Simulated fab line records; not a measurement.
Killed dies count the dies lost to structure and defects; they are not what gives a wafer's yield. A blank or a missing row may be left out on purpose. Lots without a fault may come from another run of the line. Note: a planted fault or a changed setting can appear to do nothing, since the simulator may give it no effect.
A struck lot beside a sound one | flow sky130 | 16 out of 708 route steps
Sound: these wafers, L236.2, L236.3, L236.4. Wafers L240.1, L240.2, L240.5 were the ones struck. At the end, the cause is stated.
Order at every step that has rows: each side's tool, ch and its chambers, its first start. Under that, the readings that differ: sound wafers | struck wafers | difference of the means | sigmas: that difference in standard deviations of wafers without a fault.
alike: readings with means less than 2 such deviations apart, plus words and numbers identical on both sides. not compared: withheld readings, readings lacking a value on some wafer, bounds such as >300 that could conceal the same value, and numbers that have no deviation in the record and whose values overlap.
Wherever a step has rows on one side only, a row that says differs or no value, or a row with sigmas, the two part there. Non-overlapping numbers with no deviation appear without sigmas and do not part them. A reading missing from all wafers of one side parts the sides only when that side holds two or more wafers.

first, 2 steps without rows for these wafers: SKY_VIA2_CLEAN_18 (cleans in IPA, time 180 s); SKY_VIA2_CLEAN_19 (cleans in O3/DIW).
SKY_VIA2_SPUTTER_20: material TiN, target thk 20 nm, time 80 s.
  sound: pvd sputter-04 at day 39 03:28; struck: pvd sputter-03 at day 39 12:13
  alike: throttle valve pct
then, 1 step without rows for these wafers: SKY_VIA2_CVD_21 (deposits W, target thk 420 nm, time 126.4 s).
SKY_VIA2_RS_MEAS_22: the measuring method here is four-point-probe.
  sound: film metro-02 at day 39 03:41; struck: film metro-03 at day 39 12:25
  alike: VIA2_W_RS
SKY_VIA2_THK_MEAS_23: measures by xrf.
  sound: film metro-02 at day 39 03:47; struck: film metro-03 at day 39 12:32
  alike: VIA2_W_THK
then, 1 step without rows for these wafers: SKY_VIA2_CMP_24 (polishes, stops on SiO2, t overpolish 20 s, target thk 0 nm).
SKY_METAL3_SPUTTER_00: material Ti, target thk 15 nm, time 10 s.
  sound: pvd sputter-03 at day 39 04:11; struck: pvd sputter-02 at day 39 12:54
  alike: throttle valve pct
SKY_METAL3_SPUTTER_01: material TiN, target thk 20 nm, time 16.7 s.
  sound: pvd sputter-03 at day 39 04:13; struck: pvd sputter-02 at day 39 12:55
  alike: throttle valve pct
then, 1 step without rows for these wafers: SKY_METAL3_SPUTTER_02 (material AlCu, target thk 735 nm, time 39.1 s).
SKY_METAL3_SPUTTER_03: material Ti, target thk 5 nm, time 3.3 s.
  sound: pvd sputter-03 at day 39 04:17; struck: pvd sputter-02 at day 39 12:59
  alike: throttle valve pct
then, 1 step without rows for these wafers: SKY_METAL3_SPUTTER_04 (material TiN, target thk 70 nm, time 58.3 s).
SKY_CAPM_CVD_00: deposits SiO2, target thk 15.5 nm.
  sound on pecvd-02 ch 0,1, day 39 04:20; struck on pecvd-03 ch 0,1,2, day 39 13:00
  alike: heater power outer w, heater power w
SKY_CAPM_THK_MEAS_01:
  sound: film metro-04 at day 39 04:23; struck: film metro-03 at day 39 13:16
  reading              | sound             | struck            | difference | sigmas
  CAPM_CVD_00_THK (nm) | 15.63 15.54 15.82 | 30.45 30.63 30.71 | +14.93     | +68
SKY_CAPM_SPUTTER_02: material TiN, target thk 200 nm, time 166.7 s.
  sound: pvd sputter-04 at day 39 04:26; struck: pvd sputter-04 at day 39 13:19
  alike: throttle valve pct
-- the record jumps here: 9 days lie between the struck wafers' starts before and after (it left off in module CAPM and takes up again in module PAD_OPEN, whose first step shown is number 708 of the route) --
SKY_PAD_OPEN_PROBE_99:
  sound: prober-01 at day 48 02:38; struck: prober-02 at day 48 08:14
  reading                                  | sound              | struck            | difference | sigmas
  model.etest.tester.sort n pass           | 393 404 416        | 0 0 0             | -404       |
  model.etest.tester.sort_bin_3_pct (%)    | 0.813 0.4065 1.016 | 83.94 83.33 85.57 | +83.53     |
  model.etest.tester.sort yield pct (%)    | 79.88 82.11 84.55  | 0 0 0             | -82        |
  model.etest.diode pdiff nwell.over limit | 0 0 0              | 1 1 1             | +1         |
  model.etest.field n.short                | 0 0 0              | 1 1 1             | +1         |
  model.etest.met5 comb.over limit         | 0 0 0              | 1 1 1             | +1         |
  model.etest.pfet_01v8.short              | 0 0 0              | 1 1 1             | +1         |
  model.etest.tip n.short                  | 0 0 0              | 1 1 1             | +1         |
  alike: defect limited yield, killed_at_M0_to_M3, killed_at_M4_up, killed at contacts, killed at front end, killed at other, killed dies, killed open, killed short

## WHERE THEY PART
At SKY_CAPM_THK_MEAS_01 and nowhere else, as far as this record goes. Later steps at which nothing parts them and some readings are alike: SKY_CAPM_SPUTTER_02, SKY_PAD_OPEN_PROBE_99.

WHY: whatever the simulator had introduced
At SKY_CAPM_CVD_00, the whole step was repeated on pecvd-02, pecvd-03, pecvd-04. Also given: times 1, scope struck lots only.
